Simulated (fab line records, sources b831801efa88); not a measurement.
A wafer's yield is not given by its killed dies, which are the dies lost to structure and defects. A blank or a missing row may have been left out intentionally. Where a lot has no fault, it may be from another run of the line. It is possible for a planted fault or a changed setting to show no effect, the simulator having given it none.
A lot that was struck, set against a sound lot -- flow sky130 -- 16 steps out of a route of 708
Sound: the wafers L689.2, L689.3, L689.5. Wafers L679.2, L679.4, L679.6 were the ones struck. The cause comes at the end.
Order at every step that has rows: each side's tool, ch and its chambers, its first start. Under that, the readings that differ: sound wafers -- struck wafers -- difference of the means -- sigmas: that difference in standard deviations of wafers without a fault.
alike: same words and numbers on both sides, and readings whose means sit less than 2 such deviations apart. not compared: any withheld reading, any reading some wafer has no value for, any bound like >300 that may hide the same value, and any number with overlapping values for which the record gives no deviation.
A row with sigmas, a row that says differs or no value, or rows on one side alone: a step with any of these is where the two part. When numbers do not overlap yet have no deviation, they are printed without sigmas and do not part them. A reading missing from all wafers of one side parts the sides only when that side holds two or more wafers.

first, 5 steps without rows for these wafers: SKY_SONOS_TUNNEL_COAT_02 (resist thk 1140 nm); SKY_SONOS_TUNNEL_SOFTBAKE_03 (time 60 s); SKY_SONOS_TUNNEL_EXPOSE_04 (exposes mask TUNM, target cd 410 nm); SKY_SONOS_TUNNEL_PEB_05; SKY_SONOS_TUNNEL_DEVELOP_06 (develop time 60 s).
SKY_SONOS_TUNNEL_CD_MEAS_07: target cd 410 nm.
  struck on cd-sem-01, day 15 03:07; sound on cd-sem-01, day 18 19:52
  alike: cd-nm
SKY_SONOS_TUNNEL_OVL_MEAS_08:
  struck on overlay-02, day 15 03:13; sound on overlay-02, day 18 19:59
  alike: SONOS_TUNNEL_OVL
then, 3 steps without rows for these wafers: SKY_SONOS_TUNNEL_IMPLANT_09; SKY_SONOS_TUNNEL_WET_ETCH_10 (etches SiO2 in dHF, target depth 14 nm, time 280 s); SKY_SONOS_TUNNEL_STRIP_11 (strips in SPM, time 600 s).
SKY_SONOS_TUNNEL_TW_MEAS_12:
  struck on film-metro-04, day 15 03:40; sound on film-metro-03, day 18 20:26
  alike: SONOS_TUNNEL_TW
then, 1 step without rows for these wafers: SKY_SONOS_TUNNEL_CLEAN_13 (cleans in dHF, time 20 s).
SKY_SONOS_ONO_OXIDATION_00: stabilise 600 s, purge 300 s, target thk 2.6 nm.
  sound on furnace-01 ch 0, day 18 20:30; struck on furnace-02 ch 0, day 15 03:44
reading,sound,struck,difference,sigmas
zone-power-bottom-pct (%),21.8 21.5 21.3,20.0 20.3 20.4,-1.3,-2
model.SiO2_of_SONOS_ONO_OXIDATION_00.thk-nm (nm),2.604 2.617 2.608,3.351 3.383 3.375,+0.760,
  alike: tube-center-temp-C
SKY_SONOS_ONO_THK_MEAS_01:
  struck on film-metro-01, day 15 05:05; sound on film-metro-04, day 18 21:51
reading,sound,struck,difference,sigmas
SONOS_ONO_OXIDATION_THK (nm),2.66 2.67 2.61,3.35 3.32 3.38,+0.70,+12
then, 1 step without rows for these wafers: SKY_SONOS_ONO_CVD_02 (deposits Si3N4 from DCS/NH3, target thk 10.5 nm, time 180 s).
-- record jumps: 33 days separate the struck wafers' starts on either side; left off in module SONOS_ONO, taken up again in module PAD_OPEN, whose first shown step is the route's number 708 --
SKY_PAD_OPEN_PROBE_99:
  struck on prober-01, day 48 15:26; sound on prober-01, day 50 19:12
reading,sound,struck,difference,sigmas
model.etest.sonos-erased.drive-ua-um,184.9 169 197.4,21 24.04 21.3,-162,
model.etest.sonos-erased.vt-v (V),-2.273 -2.282 -2.321,-0.3704 -0.4338 -0.3905,+1.8938,
model.etest.cap-ono.gate-log10-a-cm2,-7.762 -7.72 -7.881,-8.857 -8.797 -8.929,-1.073,
model.etest.cap-ono.gate-bv-v (V),16.54 16.36 16.24,17.5 17.08 17.31,+0.9,
model.etest.cap-ono.tox-acc-nm (nm),12.82 12.74 12.74,13.58 13.6 13.6,+0.83,
model.etest.sonos-programmed.vt-v (V),1.488 1.534 1.501,1.161 1.147 1.089,-0.375,
model.etest.sonos-programmed.off-log10-a-um,-13.95 -14.04 -14.02,-13.89 -13.89 -13.82,+0.14,
  not compared: model.etest.sonos-uncharged.r-on-ohm-um

WHERE THEY PART
First at SKY_SONOS_ONO_OXIDATION_00; last, within this record, at SKY_SONOS_ONO_THK_MEAS_01.

WHY: what the simulator had put in
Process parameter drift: furnace-02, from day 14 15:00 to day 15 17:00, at SKY_SONOS_ONO_OXIDATION_00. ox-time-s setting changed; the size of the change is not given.
